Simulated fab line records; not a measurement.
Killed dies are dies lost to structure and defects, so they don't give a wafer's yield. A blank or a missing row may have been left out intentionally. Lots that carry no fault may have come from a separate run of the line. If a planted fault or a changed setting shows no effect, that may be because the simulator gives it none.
2 desks looking at one fault | flow gf180mcu | each desk has only its own numbers; what lay behind them comes last

== METROLOGY DESK ==
Lot by lot, what the gauges showed, no matter which tool ran the lot: averages of those sampled wafers that carry a number. The brackets show how far a lot's mean lies from the usual mean; more than 4 standard deviations puts the lot out of limits, marked OUT.
Columns: A = VT_IMPLANT_4_TW at GF_VT_IMPLANT_TW_MEAS_43, usual 695; B = MVSD_RS at GF_VT_IMPLANT_RS_MEAS_46, usual 456.9 ohm/sq; C = NWELL_RS at GF_VT_IMPLANT_RS_MEAS_47, usual 487.8 ohm/sq; D = LVPWELL_RS at GF_VT_IMPLANT_RS_MEAS_48, usual 1197 ohm/sq; E = MVPSD_RS at GF_VT_IMPLANT_RS_MEAS_49, usual 1169.0 ohm/sq; F = DUAL_GATE_OXIDATION_00_THK at GF_DUAL_GATE_THK_MEAS_03, usual 10.92 nm; G = DUAL_GATE_OVL at GF_DUAL_GATE_OVL_MEAS_11, usual -0.4 nm
lot  | first seen here | A   | B     | C     | D    | E      | F     | G
L340 | day 9 08:58     | 695 | 456.5 | 487.6 | 1194 | 1167.1 | 10.46 | -1.3
L342 | day 9 23:22     | 694 | 455.7 | 487.5 | 1197 | 1168.2 | 10.54 | 0.6
L350 | day 12 01:35    | 694 | 456.6 | 488.2 | 1199 | 1164.4 | 11.28 | -1.8
L352 | day 12 13:03    | 694 | 458.9 | 489.2 | 1191 | 1169.7 | 10.80 | -0.7
L353 | day 12 20:49    | 694 | 457.7 | 488.8 | 1200 | 1170.6 | 10.52 | 0.5
L357 | day 14 01:21    | 696 | 456.6 | 486.2 | 1200 | 1167.2 | 11.00 | -1.8
This desk found nothing out of limits on any of the 6 lots.

== THE TOOL OWNER'S DESK: furnace-01 ==
The tool's own readings at GF_DUAL_GATE_OXIDATION_02 (stabilise 600 s, purge 300 s, target thk 10.887 nm): means of the sampled wafers that have a number, for each lot that ran on this tool. The brackets show how far a lot's mean lies from the usual mean; more than 4 standard deviations puts the lot out of limits, marked OUT.
Columns: A = spikeTcBottomC at GF_DUAL_GATE_OXIDATION_02, usual 919.2 C; B = spikeTcLowerC at GF_DUAL_GATE_OXIDATION_02, usual 899.8 C; C = spikeTcTopC at GF_DUAL_GATE_OXIDATION_02, usual 908.3 C; D = spikeTcUpperC at GF_DUAL_GATE_OXIDATION_02, usual 901.0 C; E = tubeCenterTempC at GF_DUAL_GATE_OXIDATION_02, usual 900 C; F = tube_center_temp_C_max at GF_DUAL_GATE_OXIDATION_02, usual 902.3
lot  | first seen here | A     | B                | C     | D                | E             | F
L340 | day 9 11:04     | 916.1 | 896.2            | 904.6 | 898.1            | 896 (-44) OUT | 898.8 (-9.1) OUT
L342 | day 10 00:47    | 915.8 | 895.4 (-4.6) OUT | 904.9 | 896.8 (-4.2) OUT | 897 (-44) OUT | 898.6 (-9.4) OUT
L352 | day 12 14:19    | 919.4 | 899.8            | 909.0 | 901.4            | 900           | 902.1
L357 | day 14 03:08    | 919.3 | 900.2            | 909.0 | 900.3            | 900           | 902.1
Finding of this desk: L340, L342 out of limits; the first was L340 at day 9 11:04, on tubeCenterTempC at GF_DUAL_GATE_OXIDATION_02. L352, L357: within limits.

== ALL TOGETHER ==
At day 9 11:04, on L340, L342, the tool owner's desk was in a position to raise an alarm.
The metrology desk saw nothing out of limits.
The metrology desk has L340, L342 on record, within its limits.
Of the lots named, all ran GF_DUAL_GATE_OXIDATION_02 on furnace-01.

== WHAT THE SIMULATOR HAD PUT IN ==
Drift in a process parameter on furnace-01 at GF_DUAL_GATE_OXIDATION_02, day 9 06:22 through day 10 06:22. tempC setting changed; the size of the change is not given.
Lots struck among those shown: L340, L342.
How many hours passed from the start of the fault until each desk's first out-of-limits reading: the tool owner's desk, 5.
